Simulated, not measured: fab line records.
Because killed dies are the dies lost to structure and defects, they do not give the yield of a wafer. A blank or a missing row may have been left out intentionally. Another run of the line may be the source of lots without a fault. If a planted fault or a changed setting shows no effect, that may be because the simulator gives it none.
fab line records ; flow sky130
[record] lots = 14; wafers = 42; lastDay = 50
route steps=708 shown VIA1@473 METAL2@501 VIA2@516
lots that met no fault: taken from a fault-free run of the same line
startH: hours from the record's first day to the start of the lot's first wafer shown ; waitH: hours from the lot's prior step to this one ; " unchanged from the row above ; L1.1+2: a single row standing in for several wafers ; - no value present, or no start provided ; * or withheld: withheld ; < > ~ a bound
route shown NAME@n: names a module that has steps shown in the file, with the first one's number in the route ; usual: mean and standard deviation over wafers with no fault ; same: alike in all rows ; chamber/n: place in a boat ; sites: the reading at each site ; _std_site: their standard deviation ; _edge_site: outer sites' mean less inner sites' ; radiusMm: how far each site lies from the wafer's centre ; mask NAME#n: copy n ; behind: tool/chamber where the wafer was last shaped ; hold: what put the lot on hold/how long, in hours/how the hold closed ; device: whichever transistor did not switch (one of n, p or np) ; end of line: the route-end tests of the same wafers ; a step with no rows: only its recipe ; killed: count of dies lost to structure and defects at first sort (not the wafer's yield) ; map: per-die view of a wafer (x killed, . not killed, _ where there is no die)
set.NAME: the setting as run; set.NAME@STEP: as run at that earlier step ; model.NAME: the simulator's own value behind a step, which no gauge read
one table for each step of the route and one row for each wafer, over a sample of lots
services: when a tool's chamber went out of use (startH, in hours from the record's first day, below 0 if earlier), for how many hours, and the reason
[[steps]]
[step SKY_VIA1_ETCH_15]
[recipe] target = SiO2; chemistry = C4F8/O2/Ar; targetDepthNm = 351; stopOn = TiN; maskMaterial = KrF-thick; sourceW = 1500; biasW = 1200; pressureMtorr = 40; c4f8FlowSccm = withheld; O2_flow_sccm = 6; Ar_flow_sccm = 300; timeS = 54
[usual] biasW = 1200/3.6; oesProductAu = 0.982/0.0056
lot.wafer;tool;chamber;startH;waitH;biasW;oesProductAu;rfHoursCounterH
L635.1;rieDiel-03;3;774.41;0.0;1198;0.983;7
L635.4;rieDiel-03;2;774.41;0.0;1193;0.976;10
L635.6;rieDiel-03;3;774.41;0.0;1194;0.986;-
L637.1;rieDiel-02;3;797.12;0.0;1200;0.983;6
L637.2;rieDiel-02;2;797.12;0.0;1204;0.981;10
L637.5;rieDiel-02;1;797.12;0.0;1199;0.976;-
L639.2;rieDiel-03;2;838.07;0.0;1199;0.982;11
L639.5;rieDiel-03;3;838.07;0.0;1198;0.981;-
L639.6;rieDiel-03;2;838.07;0.0;1201;0.986;-
L640.1;rieDiel-03;0;844.47;0.0;1199;0.984;3
L640.3;rieDiel-03;1;844.47;0.0;1202;0.972;13
L640.6;rieDiel-03;3;844.47;0.0;1200;0.977;-
L643.1;rieDiel-03;0;851.61;0.0;1199;0.981;3
L643.2;rieDiel-03;2;851.61;0.0;1202;0.983;12
L643.5;rieDiel-03;1;851.61;0.0;1202;0.983;-
L644.3;rieDiel-04;3;859.33;0.0;1203;0.985;10
L644.4;rieDiel-04;2;859.33;0.0;1205;0.988;11
L644.6;rieDiel-04;1;859.33;0.0;1202;0.988;-
L645.2;rieDiel-03;3;872.23;0.0;1201;0.981;10
L645.3;rieDiel-03;0;872.23;0.0;1198;0.978;3
L645.4;rieDiel-03;1;872.23;0.0;1199;0.983;14
L647.1;rieDiel-02;1;876.37;0.0;1197;0.981;10
L647.4;rieDiel-02;0;876.37;0.0;1205;0.988;18
L647.6;rieDiel-02;2;876.37;0.0;1196;0.982;-
L651.1;rieDiel-03;1;921.33;0.0;1203;0.971;15
L651.4;rieDiel-03;3;921.33;0.0;1200;0.971;12
L651.6;rieDiel-03;0;921.33;0.0;1202;0.982;-
L654.3;rieDiel-02;2;932.26;0.0;1202;0.981;14
L654.4;rieDiel-02;1;932.26;0.0;1197;0.982;12
L654.6;rieDiel-02;0;932.26;0.0;1201;0.983;-
L655.1;rieDiel-04;0;950.46;0.0;1199;0.984;5
L655.5;rieDiel-04;1;950.46;0.0;1202;0.973;-
L655.6;rieDiel-04;0;950.46;0.0;1201;0.983;-
L656.1;rieDiel-03;1;959.42;0.0;1196;0.976;16
L656.2;rieDiel-03;3;959.42;0.0;1198;0.986;13
L656.4;rieDiel-03;2;959.42;0.0;1200;0.988;15
L658.2;rieDiel-03;0;960.28;0.0;1201;0.979;7
L658.3;rieDiel-03;3;960.28;0.0;1199;0.981;13
L658.6;rieDiel-03;3;960.28;0.0;1200;0.970;-
L657.1;rieDiel-02;2;964.52;0.0;1207;0.982;15
L657.2;rieDiel-02;0;964.52;0.0;1199;0.982;21
L657.3;rieDiel-02;1;964.52;0.0;1195;0.973;12
[step SKY_METAL2_ETCH_18]
[recipe] chemistry = N2/H2; target = BARC; ionEnergyEv = 200; biasW = 100; pressureMtorr = 30; n2FlowSccm = 100; h2FlowSccm = 200; icpW = 500; stopOn = SiO2; timeS = 45.9; targetDepthA = 600
[usual] biasW = 99.97/0.3; drypumpMotorCurrentA = 5.45/0.24; oesProductAu = 0.855/0.005; throttleValvePct = 13.226/0.0093
lot.wafer;tool;chamber;startH;waitH;biasW;drypumpMotorCurrentA;oesProductAu;rfHoursCounterH;throttleValvePct
L635.1;rieMetal-03;0;802.65;0.0;100.13;5.57;0.854;14;13.221
L635.4;rieMetal-03;1;802.65;0.0;100.23;5.32;0.854;-;13.221
L635.6;rieMetal-03;1;802.65;0.0;100.10;5.29;0.860;-;13.232
L637.1;rieMetal-04;0;825.92;0.0;100.03;5.66;0.852;16;13.216
L637.2;rieMetal-04;1;825.92;0.0;99.95;5.24;0.853;8;13.238
L637.5;rieMetal-04;0;825.92;0.0;100.03;5.65;0.853;-;13.220
L639.2;rieMetal-04;1;865.37;0.0;100.00;5.26;0.862;10;13.226
L639.5;rieMetal-04;1;865.37;0.0;99.62;5.26;0.863;-;13.223
L639.6;rieMetal-04;0;865.37;0.0;100.42;5.66;0.863;-;13.216
L640.1;rieMetal-02;1;871.87;0.0;100.18;5.22;0.853;10;13.224
L640.3;rieMetal-02;0;871.87;0.0;99.64;6.02;0.863;-;13.212
L640.6;rieMetal-02;0;871.87;0.0;99.93;6.02;0.857;-;13.236
L643.1;rieMetal-02;0;879.12;0.0;100.29;6.02;0.852;12;13.227
L643.2;rieMetal-02;1;879.12;0.0;100.19;5.22;0.865;10;13.226
L643.5;rieMetal-02;1;879.12;0.0;100.09;5.24;0.855;-;13.211
L644.3;rieMetal-04;1;887.89;0.0;100.09;5.25;0.859;-;13.233
L644.4;rieMetal-04;0;887.89;0.0;99.93;5.66;0.856;-;13.241
L644.6;rieMetal-04;0;887.89;0.0;99.55;5.65;0.850;-;13.227
L645.2;rieMetal-03;1;900.80;0.0;100.16;5.30;0.847;11;13.213
L645.3;rieMetal-03;0;900.80;0.0;99.92;5.58;0.850;-;13.238
L645.4;rieMetal-03;1;900.80;0.0;99.88;5.30;0.849;-;13.244
L647.1;rieMetal-02;1;903.92;0.0;99.52;5.22;0.855;12;13.226
L647.4;rieMetal-02;1;903.92;0.0;99.93;5.25;0.857;-;13.237
L647.6;rieMetal-02;0;903.92;0.0;100.25;6.01;0.854;-;13.208
L651.1;rieMetal-03;1;946.95;0.1;99.92;5.28;0.855;13;13.213
L651.4;rieMetal-03;1;946.95;0.1;99.93;5.29;0.853;-;13.235
L651.6;rieMetal-03;1;946.95;0.1;100.31;5.29;0.852;-;13.238
L654.3;rieMetal-04;0;958.19;0.0;100.19;5.68;0.858;-;13.228
L654.4;rieMetal-04;1;958.19;0.0;99.77;5.25;0.854;-;13.215
L654.6;rieMetal-04;0;958.19;0.0;99.98;5.68;0.858;-;13.236
L655.1;rieMetal-04;0;978.30;0.0;99.61;5.68;0.850;3;13.220
L655.5;rieMetal-04;0;978.30;0.0;99.67;5.66;0.860;-;13.233
L655.6;rieMetal-04;1;978.30;0.0;100.03;5.24;0.854;-;13.236
L656.1;rieMetal-03;0;985.72;0.0;99.96;5.56;0.851;1;13.236
L656.2;rieMetal-03;1;985.72;0.0;100.11;5.32;0.847;17;13.226
L656.4;rieMetal-03;1;985.72;0.0;100.37;5.31;0.850;-;13.227
L658.2;rieMetal-04;0;986.05;0.0;99.67;5.66;0.856;4;13.234
L658.3;rieMetal-04;0;986.05;0.0;99.99;5.67;0.852;-;13.228
L658.6;rieMetal-04;0;986.05;0.0;100.38;5.67;0.863;-;13.222
L657.1;rieMetal-03;0;990.62;0.0;100.25;5.57;0.847;2;13.195
L657.2;rieMetal-03;1;990.62;0.0;100.32;5.30;0.852;17;13.216
L657.3;rieMetal-03;0;990.62;0.0;99.89;5.56;0.849;-;13.223
[step SKY_VIA2_EXPOSE_09]
[recipe] maskId = VIM2; na = 0.8; sourceShape = annular; sigmaInner = 0.55; sigmaOuter = 0.85; targetCdNm = 200; doseMj = 38
[usual] exposureDoseMJCm2 = 38.00/0.039; focusOffsetNm = 0.0/0.54
lot.wafer;tool;chamber;startH;waitH;mask;exposureDoseMJCm2;focusOffsetNm
L635.1;krfScanner-01;0;817.66;-;VIM2#0;37.98;0.4
L635.4;krfScanner-01;0;817.66;-;VIM2#0;37.97;0.4
L635.6;krfScanner-01;0;817.66;-;VIM2#0;38.04;1.1
L637.1;krfScanner-02;0;841.09;-;VIM2#0;37.95;-0.3
L637.2;krfScanner-02;0;841.09;-;VIM2#0;37.94;-0.6
L637.5;krfScanner-02;0;841.09;-;VIM2#0;38.00;0.2
L639.2;krfScanner-02;0;879.61;-;VIM2#0;38.02;-0.1
L639.5;krfScanner-02;0;879.61;-;VIM2#0;37.97;-1.1
L639.6;krfScanner-02;0;879.61;-;VIM2#0;38.02;0.1
L640.1;krfScanner-01;0;885.91;-;VIM2#0;38.04;-1.1
L640.3;krfScanner-01;0;885.91;-;VIM2#0;38.02;-0.6
L640.6;krfScanner-01;0;885.91;-;VIM2#0;38.03;-0.5
L643.1;krfScanner-02;0;893.41;-;VIM2#0;37.96;0.3
L643.2;krfScanner-02;0;893.41;-;VIM2#0;37.98;0.9
L643.5;krfScanner-02;0;893.41;-;VIM2#0;38.03;-0.1
L644.3;krfScanner-02;0;902.63;-;VIM2#0;37.97;-0.3
L644.4;krfScanner-02;0;902.63;-;VIM2#0;37.92;-1.0
L644.6;krfScanner-02;0;902.63;-;VIM2#0;37.97;0.2
L645.2;krfScanner-02;-;914.16;-;VIM2#0;-;-
L645.3;krfScanner-02;-;914.16;-;VIM2#0;-;-
L645.4;krfScanner-02;-;914.16;-;VIM2#0;-;-
L647.1;krfScanner-02;-;917.66;-;VIM2#0;-;-
L647.4;krfScanner-02;-;917.66;-;VIM2#0;-;-
L647.6;krfScanner-02;-;917.66;-;VIM2#0;-;-
L651.1;krfScanner-02;0;960.36;-;VIM2#0;38.00;-1.1
L651.4;krfScanner-02;0;960.36;-;VIM2#0;38.01;-0.2
L651.6;krfScanner-02;0;960.36;-;VIM2#0;37.99;-1.0
L654.3;krfScanner-02;0;972.08;-;VIM2#0;37.97;-0.6
L654.4;krfScanner-02;0;972.08;-;VIM2#0;38.03;-0.3
L654.6;krfScanner-02;0;972.08;-;VIM2#0;38.03;0.1
L655.1;krfScanner-02;0;990.46;-;VIM2#0;37.99;0.0
L655.5;krfScanner-02;0;990.46;-;VIM2#0;38.00;-0.2
L655.6;krfScanner-02;0;990.46;-;VIM2#0;38.02;0.6
L656.1;krfScanner-02;0;998.93;-;VIM2#0;38.07;0.3
L656.2;krfScanner-02;0;998.93;-;VIM2#0;37.99;0.5
L656.4;krfScanner-02;0;998.93;-;VIM2#0;38.09;-0.2
L658.2;krfScanner-02;0;1000.10;-;VIM2#0;37.99;0.1
L658.3;krfScanner-02;0;1000.10;-;VIM2#0;38.02;-0.1
L658.6;krfScanner-02;0;1000.10;-;VIM2#0;38.00;-0.3
L657.1;krfScanner-01;0;1004.54;-;VIM2#0;38.06;-0.8
L657.2;krfScanner-01;0;1004.54;-;VIM2#0;37.96;0.8
L657.3;krfScanner-01;0;1004.54;-;VIM2#0;38.02;0.0
[step SKY_VIA2_CVD_21]
[recipe] material = W; targetThkNm = 420; timeS = 126.4; tempC = 400; pressureTorr = 40
[usual] heaterPowerW = 891/84
lot.wafer;tool;chamber;startH;waitH;heaterPowerW
L635.1;cvdW-02;0;830.48;0.0;915
L635.4;cvdW-02;0;830.48;0.0;936
L635.6;cvdW-02;0;830.48;0.0;947
L637.1;cvdW-02;0;854.68;0.0;929
L637.2;cvdW-02;1;854.68;0.0;1018
L637.5;cvdW-02;0;854.68;0.0;960
L639.2;cvdW-01;1;893.22;0.0;853
L639.5;cvdW-01;1;893.22;0.0;836
L639.6;cvdW-01;0;893.22;0.0;745
L640.1;cvdW-01;1;899.82;0.0;857
L640.3;cvdW-01;1;899.82;0.0;847
L640.6;cvdW-01;0;899.82;0.0;706
L643.1;cvdW-01;0;906.38;0.0;741
L643.2;cvdW-01;1;906.38;0.0;851
L643.5;cvdW-01;0;906.38;0.0;752
L644.3;cvdW-01;0;915.47;0.1;750
L644.4;cvdW-01;1;915.47;0.1;839
L644.6;cvdW-01;0;915.47;0.1;741
L645.2;cvdW-02;1;927.67;0.1;931
L645.3;cvdW-02;1;927.67;0.1;900
L645.4;cvdW-02;0;927.67;0.1;928
L647.1;cvdW-02;1;931.41;0.3;924
L647.4;cvdW-02;1;931.41;0.3;926
L647.6;cvdW-02;0;931.41;0.3;949
L651.1;cvdW-01;1;973.99;0.0;848
L651.4;cvdW-01;1;973.99;0.0;853
L651.6;cvdW-01;0;973.99;0.0;750
L654.3;cvdW-02;0;985.08;0.1;929
L654.4;cvdW-02;1;985.08;0.1;933
L654.6;cvdW-02;0;985.08;0.1;943
L655.1;cvdW-02;1;1003.10;0.0;922
L655.5;cvdW-02;0;1003.10;0.0;954
L655.6;cvdW-02;1;1003.10;0.0;934
L656.1;cvdW-02;1;1010.40;0.0;918
L656.2;cvdW-02;0;1010.40;0.0;945
L656.4;cvdW-02;0;1010.40;0.0;934
L658.2;cvdW-02;1;1011.39;0.0;923
L658.3;cvdW-02;1;1011.39;0.0;916
L658.6;cvdW-02;1;1011.39;0.0;894
L657.1;cvdW-02;0;1016.50;0.0;927
L657.2;cvdW-02;1;1016.50;0.0;915
L657.3;cvdW-02;1;1016.50;0.0;909
[[services]]
tool;chamber;startH;hours;kind
cvdW-02;-;763.15;1.0;repair
cvdW-01;-;767.40;6.0;pm
cvdW-02;-;768.61;1.1;repair
krfScanner-02;-;772.53;4.4;pm
rieDiel-02;3;787.06;5.5;repair
cvdW-02;0;796.97;12.4;repair
cvdW-01;-;819.98;6.9;pm
cvdW-02;-;827.54;2.8;pm
krfScanner-02;-;838.35;0.8;pm
krfScanner-02;-;842.67;4.0;pm
cvdW-01;1;858.83;10.6;repair
krfScanner-02;-;858.85;1.3;pm
cvdW-02;-;863.52;14.6;pm
rieMetal-04;-;884.68;2.8;pm
krfScanner-02;-;896.46;1.0;pm
cvdW-02;-;904.00;14.0;pm
rieMetal-03;-;911.09;14.6;pm
cvdW-01;-;918.00;14.6;pm
cvdW-02;-;928.78;2.2;repair
krfScanner-02;-;976.47;3.0;pm
krfScanner-02;-;984.20;3.2;repair
rieDiel-03;2;996.17;9.0;repair
rieDiel-03;3;1006.65;16.6;repair
krfScanner-02;-;1007.15;0.8;pm
[[key]]
[firstSign] step = SKY_VIA2_EXPOSE_09; reading = toolRecord; direction = missing
effect none on later readings
metAt SKY_VIA2_EXPOSE_09
struckLots L645,L647
laterRowsLeftOut L645.2,L645.3,L645.4,L647.1,L647.4,L647.6
sortLeftOut L645.2,L645.3,L645.4,L647.1,L647.4,L647.6
notActingAt SKY_VIA1_ETCH_15,SKY_METAL2_ETCH_18,SKY_VIA2_CVD_21
onsetBetween 902.63 914.16
[fault] kind = skippedStepWhole; tool = krfScanner-02; chamber = -; onsetH = 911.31; steps = SKY_VIA2_EXPOSE_09; scope = struckLotsOnly
// sortLeftOut: the simulated sort isn't trusted on such a fault, so these wafers' sort isn't shown, and their yield isn't known
// laterRowsLeftOut: the simulator's readings of these wafers behind a module that went badly wrong aren't trusted and aren't shown, but for the sort
